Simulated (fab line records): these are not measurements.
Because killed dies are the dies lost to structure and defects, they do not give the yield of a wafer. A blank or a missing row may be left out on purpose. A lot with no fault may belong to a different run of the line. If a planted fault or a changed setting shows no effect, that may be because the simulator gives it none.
8D (eight disciplines) problem report, filled in by code / flow sky130 / the parts of the form that need people (team, actions taken, sign-off) are left out

1. THE PROBLEM
On 3 wafers of 1 lot, oesProductAu at SKY_SONOS_ONO_STRIP_17 has a mean of 0.874 a.u.; fault-free wafers read 0.709 a.u., standard deviation 0.0047. That is +35 standard deviations from the usual mean.
The step: strips in O2/N2.
First observed at day 15 10:12: wafer L183.1, on plasmaAsher-02. Wafers with a number at this step in the record: 36, from 12 lots. By rule, "out" or "out of limits" means more than 4 standard deviations away from the usual mean. The rest of the wafers with a number are treated as sound.

2. WHAT THIS IS AND IS NOT
question=which readings at this step | is=oesProductAu | is not=drypumpMotorCurrentA
question=which lots | is=L183 | is not=L176, L177, L178, L184, L185, L192, L194, L195, L196, L197, L199
question=which wafers of those lots | is=all that have a number | is not=-
question=read on which tools | is=plasmaAsher-02 | is not=plasmaAsher-01, plasmaAsher-03
question=when | is=from day 15 10:12 | is not=up to then (9 sound wafers); but 24 sound wafers of L184, L185, L192, L194, L195, L196, L197, L199 came after

3. WHAT RULES OUT EACH SUSPECT
Counting: a tool at a process step up to the reading stays a suspect if it ran every lot that is out and no sound lot after the first of them.
- plasmaAsher-04 at SKY_PWDE_STRIP_09 (strips in O2/N2): ruled out as a lasting fault. The sound lots L195, L196, L199 went through it after L183, its earliest lot that is out (day 5 15:35).
- plasmaAsher-02 at SKY_SONOS_ONO_STRIP_17 (strips in O2/N2): ruled out as a lasting fault. The sound lots L192, L196, L199 went through it after L183, its earliest lot that is out (day 15 10:12).
Left after counting: nothing in the record.

4. THE CAUSE (what the simulator had put in)
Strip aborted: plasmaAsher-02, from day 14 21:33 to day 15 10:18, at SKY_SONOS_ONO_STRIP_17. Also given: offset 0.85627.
Counting ruled it out, wrongly.

5. THE CHAIN OF EFFECTS, in route order
Each row: a reading where the mean over the struck wafers with a number is more than 3 standard deviations away from the usual. Readings are gone through only where the record gives a usual standard deviation; hours: the median, over the lots, of the time from a lot's start at the first step in this table giving one to that lot's start at this step; sigmas: the change measured in usual standard deviations.
hours=0; step=SKY_SONOS_ONO_STRIP_17; reading=oesProductAu; usual=0.709 a.u.; on struck wafers=0.874; change=+0.165; sigmas=+35
hours=782; step=SKY_PAD_OPEN_PROBE_99; reading=killedAtFrontEnd; usual=15; on struck wafers=417; change=+402; sigmas=+98
hours=782; step=SKY_PAD_OPEN_PROBE_99; reading=killedDies; usual=86; on struck wafers=492; change=+406; sigmas=+46
hours=782; step=SKY_PAD_OPEN_PROBE_99; reading=killedOnRim; usual=17; on struck wafers=96; change=+79; sigmas=+23
Here are the process steps it includes:
- SKY_SONOS_ONO_STRIP_17: strips in O2/N2.
- SKY_PAD_OPEN_PROBE_99
Readings that are blank on the struck wafers while sound wafers have them: stripTimeToEndpointS at SKY_SONOS_ONO_STRIP_17.

6. HOW IT WOULD HAVE BEEN CAUGHT EARLIER
13 hours passed between the start of the fault at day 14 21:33 and the first reading out of limits in this record, taken at day 15 10:12.
